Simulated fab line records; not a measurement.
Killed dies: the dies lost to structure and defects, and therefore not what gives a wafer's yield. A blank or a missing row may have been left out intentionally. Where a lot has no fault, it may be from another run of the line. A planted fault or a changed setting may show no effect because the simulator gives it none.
Which tool was responsible?	flow sky130	12 lots, 36 wafers sampled, at 1 step of a route of 708

WHAT THE GAUGES READ, wafer by wafer
SKY_METAL1_OVL_MEAS_16.
lot	measured	on	METAL1_OVL (nm)
L075	day 33 02:56	overlay-01	2 3 -4
L077	day 34 02:44	overlay-01	8 0 -1
L079	day 34 13:46	overlay-02	1 9 10
L081	day 35 07:56	overlay-02	2 12 3
L084	day 37 03:29	overlay-02	5 10 10
L085	day 37 08:08	overlay-02	11 5 7
L086	day 37 10:13	overlay-01	7 10 2
L089	day 37 19:04	overlay-02	8 8 7
L092	day 38 11:22	overlay-02	-4 -1 2
L093	day 38 18:43	overlay-01	6 1 7
L095	day 39 11:50	overlay-01	-3 1 -2
L097	day 40 15:16	overlay-02	3 8 3

WHAT TOOL EACH LOT RAN ON (gives the tool, then ch and the chambers of the sampled wafers, and finally the start)
There is no process step in the record ahead of these readings.

THE ANSWER, worked out from the rows above alone
Rule: the usual values come from the lots themselves. The widest of any qualifying gaps counts: lots, ordered by their means at a reading, are off when they make up no more than a third of the lots, leave a main group of 4 or more, and stand apart from it by 3 or more times the standard deviation of that group's means. If all means in a main group match to the digits the tables above print for the reading, that group is not used. A lot without any number at a reading at which 4 lots or more have one is off too. The other lots that the step has rows for count as sound.
No lot is off at any reading shown: from this, nothing can be told.

WHAT THE SIMULATOR HAD INSERTED
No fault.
